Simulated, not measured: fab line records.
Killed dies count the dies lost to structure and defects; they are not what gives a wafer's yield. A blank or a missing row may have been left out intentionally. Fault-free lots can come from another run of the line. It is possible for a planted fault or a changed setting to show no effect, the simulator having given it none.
fab line records	flow sfqLine
record lots=5	wafers=15	lastDay=78
route steps=325 shown M7@285 I7@296
lots with no fault: from the same line, run without faults
startH: the number of hours between the record's first day and the start of the first shown wafer of the lot	waitH: hours from the lot's prior step to this one	" identical to the entry in the row above	L1.1+2: a single row standing in for several wafers	- value missing, or start not given	* or withheld: withheld	< > ~ a bound
route shown NAME@n: a module of which the file shows steps, and the number in the route of the first	usual: mean and standard deviation over wafers with no fault	same: alike in all rows	chamber/n: place in a boat	sites: each site's reading	_std_site: how widely they spread, as a standard deviation	_edge_site: the outer-site mean with the inner-site mean subtracted	radiusMm: for every site, how far away it sits from the centre of the wafer	mask NAME#n: copy n	behind: the most recent tool/chamber to have shaped the wafer	hold: why the lot was held/for how many hours/how that ended	device: names the non-switching transistor (n, p or np)	end of line: the tests these same wafers got at the end of their route	a step without rows: its recipe alone	killed: count of dies lost to structure and defects at first sort (not the wafer's yield)	map: a wafer's dies, x killed, . not, _ none there
set.NAME: the run value of the setting; set.NAME@STEP: its run value at that earlier step	model.NAME: the simulator's own value behind a step, which no gauge read
certain route steps with their lots: each step a table, each wafer a row
services: the hour from which a tool's chamber was out of use, counted from the record's first day as startH (under 0 if before that day), plus the number of hours and why
## steps
# step SFQ_TRILAYER_M7_LITHO_COAT_182
# recipe resist=BARC	spinRpm=3000	resistThkNm=62
# step SFQ_TRILAYER_M7_LITHO_COAT_177
# recipe resist=KrF	spinRpm=3000	resistThkNm=600
# step SFQ_TRILAYER_M7_LITHO_SOFTBAKE_181
# recipe tempC=withheld	timeS=withheld	resist=KrF
# step SFQ_TRILAYER_M7_LITHO_EXPOSE_178
# recipe maskId=M7	na=0.6	sourceShape=conventional	sigmaOuter=0.65	targetCdNm=500	doseMj=14.4
# step SFQ_TRILAYER_M7_LITHO_PEB_180
# recipe pebTempC=115	pebTimeS=60	resist=KrF
# step SFQ_TRILAYER_M7_LITHO_DEVELOP_179
# recipe timeS=60	resist=KrF
# step SFQ_M7_OVL_MEAS_945
# usual M7_OVL=-1/5.3
lot.wafer	tool	chamber	startH	waitH	M7_OVL[nm]
L887.3	overlay-01	-	1476.24	0.1	2
L887.4	"	-	"	"	-7
L887.5	"	-	"	"	-7
L891.1	overlay-01	-	1513.03	0.1	-3
L891.2	"	-	"	"	-5
L891.4	"	-	"	"	-4
L894.1	overlay-02	-	1542.84	0.1	2
L894.2	"	-	"	"	2
L894.4	"	-	"	"	-6
L901.2	overlay-02	-	1676.00	0.1	-2
L901.5	"	-	"	"	7
L901.6	"	-	"	"	2
L909.1	overlay-02	-	1701.31	0.1	-10
L909.2	"	-	"	"	-4
L909.5	"	-	"	"	-10
# step SFQ_TRILAYER_M7_BARC_OPEN_METAL_ETCH_229
# recipe maskMaterial=PR	chemistry=O2	targetDepthNm=125	target=BARC	icpW=600	biasW=80	pressureMtorr=10	timeS=41.7
# usual chamberPressureMTorr=10.000/0.0098	drypumpMotorCurrentA=5.94/0.29	oesProductAu=0.685/0.0047
lot.wafer	tool	chamber	startH	waitH	chamberPressureMTorr	drypumpMotorCurrentA	oesProductAu	rfHoursCounterH
L887.3	rieMetal-03	0	1476.30	0.1	10.002	5.90	0.679	-
L887.4	"	0	"	"	9.991	5.91	0.688	-
L887.5	"	0	"	"	9.991	5.94	0.689	-
L891.1	rieMetal-03	0	1513.07	0.0	9.997	5.89	0.681	101
L891.2	"	0	"	"	9.990	5.90	0.691	-
L891.4	"	0	"	"	10.002	5.88	0.684	-
L894.1	rieMetal-02	0	1542.87	0.0	10.005	5.56	0.689	10
L894.2	"	1	"	"	9.992	5.79	0.680	105
L894.4	"	1	"	"	10.015	5.75	0.679	-
L901.2	rieMetal-03	1	1676.03	0.0	9.996	6.60	0.692	35
L901.5	"	1	"	"	9.990	6.64	0.684	-
L901.6	"	0	"	"	10.003	5.90	0.679	-
L909.1	rieMetal-02	1	1701.35	0.0	9.987	5.82	0.682	121
L909.2	"	0	"	"	10.016	5.57	0.678	26
L909.5	"	1	"	"	10.003	5.74	0.681	-
# step SFQ_TRILAYER_M7_ETCH_METAL_ETCH_180
# recipe target=Nb	stopOn=SiO2	maskMaterial=PR	chemistry=Cl2/Ar	targetDepthNm=240	icpW=600	biasW=80	pressureMtorr=10	timeS=120
# usual chamberPressureMTorr=10.000/0.0092	drypumpMotorCurrentA=5.94/0.29	oesProductAu=0.892/0.0092
lot.wafer	tool	chamber	startH	waitH	chamberPressureMTorr	drypumpMotorCurrentA	oesProductAu	rfHoursCounterH
L887.3	rieMetal-03	0	1476.47	0.1	9.997	5.88	0.892	-
L887.4	"	0	"	"	10.006	5.91	0.899	-
L887.5	"	0	"	"	9.998	5.90	0.883	-
L891.1	rieMetal-03	0	1513.18	0.1	9.998	5.89	0.891	101
L891.2	"	0	"	"	10.012	5.89	0.913	-
L891.4	"	0	"	"	9.989	5.89	0.900	-
L894.1	rieMetal-02	0	1542.93	0.0	9.995	5.56	0.889	10
L894.2	"	1	"	"	10.002	5.74	0.879	105
L894.4	"	1	"	"	10.009	5.72	0.894	-
L901.2	rieMetal-03	1	1676.09	0.0	10.007	6.57	0.896	35
L901.5	"	1	"	"	9.992	6.59	0.893	-
L901.6	"	0	"	"	9.984	5.92	0.884	-
L909.1	rieMetal-02	1	1701.41	0.0	10.001	5.74	0.894	121
L909.2	"	0	"	"	9.991	5.59	0.896	26
L909.5	"	1	"	"	9.995	5.75	0.904	-
# step SFQ_TRILAYER_M7_STRIP_STRIP_181
# recipe gas=O2	powerW=200	platenTempC=40	overashFraction=0.65	chemistry=O2	pressureMtorr=50
# usual chamberPressureMTorr=50.00/0.045	drypumpMotorCurrentA=5.94/0.3	oesProductAu=0.991/0.012
lot.wafer	tool	chamber	startH	waitH	chamberPressureMTorr	drypumpMotorCurrentA	oesProductAu	rfHoursCounterH
L887.3	rieMetal-03	0	1477.03	0.5	49.96	5.91	0.985	-
L887.4	"	0	"	"	50.01	5.90	0.997	-
L887.5	"	0	"	"	50.05	5.91	1.001	-
L891.1	rieMetal-03	0	1513.43	0.2	49.96	5.94	0.989	101
L891.2	"	0	"	"	49.98	5.92	0.996	-
L891.4	"	0	"	"	49.97	5.93	0.985	-
L894.1	rieMetal-02	0	1543.06	0.1	49.98	5.53	0.998	10
L894.2	"	1	"	"	50.00	5.77	1.001	106
L894.4	"	1	"	"	49.99	5.73	1.003	-
L901.2	rieMetal-03	1	1676.21	0.1	49.98	6.60	0.985	35
L901.5	"	1	"	"	49.99	6.56	0.986	-
L901.6	"	0	"	"	50.07	5.89	0.999	-
L909.1	rieMetal-02	1	1701.54	0.1	50.00	5.77	1.000	121
L909.2	"	0	"	"	50.01	5.56	0.985	26
L909.5	"	1	"	"	50.07	5.78	1.006	-
# step SFQ_TRILAYER_M7_STRIP_SOLV_CLEAN_182
# recipe chemistry=NMP	tempC=70	timeS=600
# step SFQ_TRILAYER_I7_DEP_PECVD_183
# recipe material=SiO2	tempC=150	timeS=111.11	pressureTorr=2.4	rfW=183.3	precursor=SiH4/N2O	targetThkNm=500
# step SFQ_TRILAYER_I7_CMP_CMP_184
# recipe material=SiO2	downForcePsi=3	platenRpm=60	padVelocityMS=0.94248
# usual motorCurrentA=10.6/1	timeToEndpointS=212/7.8
lot.wafer	tool	chamber	startH	waitH	motorCurrentA	timeToEndpointS	model.SiO2_of_TRILAYER_I7_DEP_PECVD_183.thkNm
L887.3	cmp-02	1	1509.96	31.9	9.5	200	199.8
L887.4	"	3	1510.96	32.9	11.3	202	197.1
L887.5	"	1	1511.96	33.9	9.4	206	197.6
L891.1	cmp-01	2	1536.10	21.2	10.3	201	199.7
L891.2	"	3	"	"	10.7	210	200.3
L891.4	"	0	"	"	11.0	220	201
L894.2	cmp-02	3	1559.37	15.5	10.8	210	198.3
L894.1	"	0	"	"	10.3	216	200.3
L894.4	"	1	"	"	9.3	225	199.8
L901.2	cmp-01	3	1677.06	0.0	11.5	214	200.1
L901.5	"	3	1679.06	2.0	11.3	215	200
L901.6	"	0	"	"	10.6	224	200.4
L909.1	cmp-02	0	1704.98	2.6	9.8	162	250.2
L909.2	"	1	"	"	9.3	202	200
L909.5	"	2	"	"	10.0	173	251.2
# step SFQ_I7_BOW_MEAS_946
# recipe mode=bow
# usual I7_BOW=9/12
lot.wafer	tool	chamber	startH	waitH	I7_BOW[um]
L887.3	filmMetro-01	-	1512.50	2.0	6
L887.4	"	-	"	"	17
L887.5	"	-	"	"	7
L891.1	filmMetro-02	-	1538.60	2.0	8
L891.2	"	-	"	"	8
L891.4	"	-	"	"	6
L894.1	filmMetro-03	-	1562.37	2.0	40
L894.2	"	-	"	"	27
L894.4	"	-	"	"	17
L901.2	filmMetro-01	-	1680.08	2.5	23
L901.5	"	-	"	"	19
L901.6	"	-	"	"	15
L909.1	filmMetro-02	-	1706.98	1.5	-1
L909.2	"	-	"	"	12
L909.5	"	-	"	"	11
# step SFQ_TRILAYER_I7_METRO_MEASURE_185
# usual thkNm=199.8/1.2
lot.wafer	tool	chamber	startH	waitH	thkNm
L887.3	filmMetro-01	-	1512.98	0.5	199.8
L887.4	"	-	"	"	197.1
L887.5	"	-	"	"	197.8
L891.1	filmMetro-02	-	1538.72	0.1	199.8
L891.2	"	-	"	"	200.1
L891.4	"	-	"	"	200.9
L894.1	filmMetro-03	-	1562.49	0.1	200.3
L894.2	"	-	"	"	198.2
L894.4	"	-	"	"	199.8
L901.2	filmMetro-01	-	1680.38	0.3	200.1
L901.5	"	-	"	"	200.0
L901.6	"	-	"	"	200.4
L909.1	filmMetro-02	-	1707.10	0.1	250.2
L909.2	"	-	"	"	199.9
L909.5	"	-	"	"	251.3
# step SFQ_TRILAYER_I7_VIA_LITHO_COAT_192
# recipe resist=BARC	spinRpm=3000	resistThkNm=62
# step SFQ_TRILAYER_I7_VIA_LITHO_COAT_187
# recipe resist=KrF	spinRpm=3000	resistThkNm=650
# step SFQ_TRILAYER_I7_VIA_LITHO_SOFTBAKE_191
# recipe tempC=withheld	timeS=withheld	resist=KrF
# step SFQ_TRILAYER_I7_VIA_LITHO_EXPOSE_188
# recipe maskId=I7	na=0.6	sourceShape=conventional	sigmaOuter=0.65	targetCdNm=1000	doseMj=21.3
# step SFQ_TRILAYER_I7_VIA_LITHO_PEB_190
# recipe pebTempC=115	pebTimeS=60	resist=KrF
# step SFQ_TRILAYER_I7_VIA_LITHO_DEVELOP_189
# recipe timeS=60	resist=KrF
# step SFQ_I7_OVL_MEAS_947
# usual I7_OVL=3/6.8
lot.wafer	tool	chamber	startH	waitH	I7_OVL[nm]
L887.3	overlay-01	-	1606.25	0.1	-3
L887.4	"	-	"	"	1
L887.5	"	-	"	"	-1
L891.1	overlay-01	-	1632.63	0.1	9
L891.2	"	-	"	"	10
L891.4	"	-	"	"	6
L894.1	overlay-02	-	1662.63	0.1	-1
L894.2	"	-	"	"	3
L894.4	"	-	"	"	5
L901.2	overlay-02	-	1767.57	0.1	3
L901.5	"	-	"	"	2
L901.6	"	-	"	"	-2
L909.1	overlay-02	-	1792.81	0.1	13
L909.2	"	-	"	"	-1
L909.5	"	-	"	"	16
# step SFQ_TRILAYER_I7_VIA_BARC_OPEN_VIA_ETCH_260
# recipe maskMaterial=PR	chemistry=O2	targetDepthNm=125	target=BARC	sourceW=500	biasW=80	pressureMtorr=30	timeS=41.7
# usual chamberPressureMTorr=30.01/0.042	drypumpMotorCurrentA=5.9/0.56	oesProductAu=0.685/0.0045
lot.wafer	tool	chamber	startH	waitH	chamberPressureMTorr	drypumpMotorCurrentA	oesProductAu	rfHoursCounterH
L887.3	rieDiel-01	2	1606.28	0.0	29.98	6.3	0.683	20
L887.4	"	1	"	"	30.00	6.0	0.690	20
L887.5	"	1	"	"	29.96	6.0	0.680	-
L891.1	rieDiel-03	3	1632.66	0.0	30.01	4.9	0.686	21
L891.2	"	1	"	"	29.98	6.3	0.678	15
L891.4	"	0	"	"	30.01	6.3	0.683	5
L894.1	rieDiel-01	2	1662.66	0.0	29.97	6.3	0.688	21
L894.2	"	0	"	"	30.02	4.9	0.682	14
L894.4	"	1	"	"	29.95	6.0	0.673	21
L901.2	rieDiel-01	3	1767.60	0.0	29.97	5.9	0.681	16
L901.5	"	1	"	"	29.98	6.0	0.691	-
L901.6	"	0	"	"	30.03	4.9	0.686	-
L909.1	rieDiel-03	3	1792.84	0.0	30.00	4.9	0.683	23
L909.2	"	1	"	"	29.99	6.3	0.683	17
L909.5	"	0	"	"	30.03	6.3	0.681	-
# step SFQ_TRILAYER_I7_VIA_ETCH_VIA_ETCH_190
# recipe target=SiO2	stopOn=Nb	maskMaterial=PR	taperDeg=20	chemistry=CHF3	targetDepthNm=260	sourceW=500	biasW=80	pressureMtorr=30	timeS=withheld
# usual chamberPressureMTorr=30.00/0.032	drypumpMotorCurrentA=5.9/0.56	oesProductAu=0.854/0.0058
lot.wafer	tool	chamber	startH	waitH	chamberPressureMTorr	drypumpMotorCurrentA	oesProductAu	model.etch.depthNm	model.I7.featureDepthNm
L887.3	rieDiel-01	2	1606.32	0.0	30.01	6.3	0.848	199.8	199.8
L887.4	"	1	"	"	30.03	6.0	0.845	197.1	197.1
L887.5	"	1	"	"	29.94	6.0	0.851	197.6	197.6
L891.1	rieDiel-03	3	1632.70	0.0	29.96	4.9	0.849	199.7	199.7
L891.2	"	1	"	"	30.02	6.4	0.862	200.3	200.3
L891.4	"	0	"	"	29.99	6.2	0.856	201	201
L894.1	rieDiel-01	2	1662.70	0.0	30.00	6.3	0.857	200.3	200.3
L894.2	"	0	"	"	29.97	4.9	0.842	198.3	198.3
L894.4	"	1	"	"	30.05	6.0	0.856	199.8	199.8
L901.2	rieDiel-01	3	1767.64	0.0	30.03	6.0	0.852	200.1	200.1
L901.5	"	1	"	"	30.00	6.0	0.858	200	200
L901.6	"	0	"	"	29.98	4.9	0.859	200.4	200.4
L909.1	rieDiel-03	3	1792.88	0.0	30.08	4.9	0.977	250.2	250.2
L909.2	"	1	"	"	29.97	6.4	0.862	200	200
L909.5	"	0	"	"	30.06	6.3	0.980	251.2	251.2
# step SFQ_TRILAYER_I7_VIA_STRIP_STRIP_191
# recipe gas=O2	powerW=200	platenTempC=40	overashFraction=0.65	chemistry=O2	pressureMtorr=50
# usual chamberPressureMTorr=50.00/0.046	drypumpMotorCurrentA=6.15/0.21	oesProductAu=0.989/0.011
lot.wafer	tool	chamber	startH	waitH	chamberPressureMTorr	drypumpMotorCurrentA	oesProductAu	rfHoursCounterH
L887.3	rieMetal-04	1	1606.63	-	50.03	6.07	0.976	-
L887.4	"	0	"	"	49.97	5.87	0.987	-
L887.5	"	0	"	"	49.94	5.84	0.992	-
L891.1	rieMetal-03	0	1632.81	-	50.01	5.91	0.999	120
L891.2	"	1	"	"	49.91	6.56	0.992	30
L891.4	"	1	"	"	50.01	6.59	0.991	-
L894.1	rieMetal-01	1	1662.81	-	50.02	6.29	0.997	89
L894.2	"	0	"	"	49.95	6.20	0.981	110
L894.4	"	0	"	"	49.99	6.22	1.001	-
L901.2	rieMetal-01	1	1767.75	-	50.07	6.39	0.981	99
L901.5	"	0	"	"	49.97	6.21	0.984	-
L901.6	"	1	"	"	49.97	6.36	0.988	-
L909.1	rieMetal-03	1	1793.00	-	49.96	6.59	0.996	47
L909.2	"	0	"	"	50.04	5.90	0.996	138
L909.5	"	0	"	"	50.00	5.92	0.996	-
## services
tool	chamber	startH	hours	kind
rieDiel-01	3	1455.44	3.6	repair
rieMetal-03	-	1465.20	0.3	repair
rieDiel-01	1	1496.39	4.1	repair
filmMetro-01	-	1501.96	1.7	pm
rieDiel-01	1	1519.49	3.8	repair
rieMetal-02	-	1520.03	0.5	repair
filmMetro-01	-	1521.91	0.6	pm
cmp-01	-	1527.68	0.8	repair
rieDiel-01	0	1541.24	1.7	repair
cmp-01	-	1552.22	13.4	repair
cmp-02	-	1553.40	3.0	repair
filmMetro-02	-	1554.80	0.7	pm
filmMetro-02	-	1555.85	0.4	pm
cmp-02	-	1581.50	7.3	pm
cmp-01	-	1590.60	3.4	repair
cmp-01	-	1601.38	4.0	pm
cmp-02	-	1636.67	5.0	repair
cmp-02	-	1649.16	0.5	repair
rieMetal-02	-	1651.00	14.6	pm
rieDiel-03	1	1664.96	7.5	repair
rieDiel-01	-	1707.91	1.4	repair
cmp-02	-	1730.71	5.9	pm
rieMetal-02	1	1743.06	14.4	repair
cmp-02	-	1777.64	4.0	pm
## key
firstSign step=SFQ_TRILAYER_I7_CMP_CMP_184	reading=timeToEndpointS	direction=down	sigmas=5.7	usual=*	struck=*
effect step=SFQ_TRILAYER_I7_METRO_MEASURE_185	reading=thkNm	direction=up	sigmas=41	usual=199.8	struck=250.7
effect step=SFQ_TRILAYER_I7_VIA_ETCH_VIA_ETCH_190	reading=oesProductAu	direction=up	sigmas=22	usual=0.854	struck=0.978
modelEffect step=SFQ_TRILAYER_I7_CMP_CMP_184	value=SiO2_of_TRILAYER_I7_DEP_PECVD_183.thkNm	without=200.7	struck=250.7
modelEffect step=SFQ_TRILAYER_I7_VIA_ETCH_VIA_ETCH_190	value=etch.depthNm	without=200.7	struck=250.7
metAt SFQ_TRILAYER_I7_CMP_CMP_184
struckWafers L909.1,L909.5
onsetBetween 1559.37 1704.98
fault kind=processParameterDrift	tool=cmp-02	chamber=-	onsetH=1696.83	steps=SFQ_TRILAYER_I7_CMP_CMP_184	channel=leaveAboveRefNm	offset=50	shape=step	endH=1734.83	scope=struckWafersOnly	actsIn=theseRecipesOnly	stated=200
